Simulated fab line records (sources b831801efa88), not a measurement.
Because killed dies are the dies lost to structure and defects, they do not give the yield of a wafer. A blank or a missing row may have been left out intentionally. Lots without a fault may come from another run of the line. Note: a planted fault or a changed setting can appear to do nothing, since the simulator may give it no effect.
8D (eight disciplines) problem report, filled in by code    flow gf180mcu    the parts of the form that need people (team, actions taken, sign-off) are left out

== 1. THE ISSUE ==
Across 6 wafers from 2 lots, V4_W_RS at GF_V4_RS_MEAS_24 averages 0.355 ohm/sq, while fault-free wafers read 0.326 ohm/sq with a standard deviation of 0.0033. That is +8.7 standard deviations from the usual mean.
The step: measures by four-point-probe.
The first sign was on wafer L820.2 at day 28 19:22, on film metro-02. At this step, 33 wafers from 11 lots have a number in the record. Rule for "out", or "out of limits": more than 4 standard deviations from the usual mean. The rest of the wafers with a number are treated as sound.

== 2. WHAT IT IS, AND WHAT IT ISN'T ==
question                     is                            is not
which readings at this step  V4_W_RS                       -
which lots                   L820, L821                    L807, L808, L810, L815, L823, L824, L827, L829, L830
which wafers of those lots   all that have a number        -
read on which gauges         film metro-02, film metro-04  film metro-01
when                         from day 28 19:22             up to then (12 sound wafers); but 15 sound wafers of L823, L824, L827, L829, L830 came after

== 3. WHAT RULES OUT EACH SUSPECT ==
Counting: a tool at any process step up to the reading remains a suspect when it ran all the lots that are out and ran no sound lot after the first of those.
- the gauge at GF_V4_RS_MEAS_24: ruled out. Those wafers that are out were read across 2 gauges (film metro-02, film metro-04).
- pvd sputter-02 at GF_M4_SPUTTER_03 (material Ti, target thk 10 nm, time 6.7 s): ruled out as a lasting fault. The sound lots L823, L827, L830 went through it after L820, its earliest lot that is out (day 27 01:18).
- cvd w-02 at GF_V4_CVD_23 (deposits W, target thk 350 nm, time 104.9 s): kept. All lots that are out passed through it, beginning with L820 at day 28 19:14, and no sound lot followed; its final sound lot before that point was L815 at day 27 02:19. Its own chamber pressure Torr readings are out on those wafers.
Remaining after the count: cvd w-02 at GF_V4_CVD_23.

== 4. THE CAUSE (what the simulator had put in) ==
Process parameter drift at GF_V4_CVD_23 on cvd w-02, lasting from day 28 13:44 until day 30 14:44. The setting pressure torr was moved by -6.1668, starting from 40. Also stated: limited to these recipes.
Only this tool survived the counting.

== 5. SEQUENCE OF EFFECTS, ordered by route ==
Each row: a reading where the mean over the struck wafers with a number is more than 3 standard deviations away from the usual. Readings are gone through only where the record gives a usual standard deviation; hours: the median, over the lots, of the time from a lot's start at the first step in this table giving one to that lot's start at this step; sigmas: the change measured in usual standard deviations.
hours  step               reading                usual         on struck wafers  change  sigmas
0      GF_V4_CVD_23       chamber pressure Torr  40.01 Torr    33.93             -6.08   -69
0      GF_V4_RS_MEAS_24   V4_W_RS                0.326 ohm/sq  0.355             +0.029  +8.7
0      GF_V4_THK_MEAS_25  V4_W_THK               379 nm        346               -33     -7.1
Its process steps:
- GF_V4_CVD_23: deposits W, target thk 350 nm, time 104.9 s.

== 6. HOW IT WOULD HAVE BEEN CAUGHT EARLIER ==
6 hours passed between the start of the fault at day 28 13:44 and the first reading out of limits at a measuring or inspecting step in this record, taken at day 28 19:22.
The tool's own readings at GF_V4_CVD_23 were out on every struck wafer that the step has a row for (chamber pressure Torr): an alarm limit on them would have fired on the first of those.
L821, from the lots that are out (2), started GF_V4_CVD_23 on cvd w-02 later than day 28 19:22. Had the tool been put on hold then, it would have been spared.
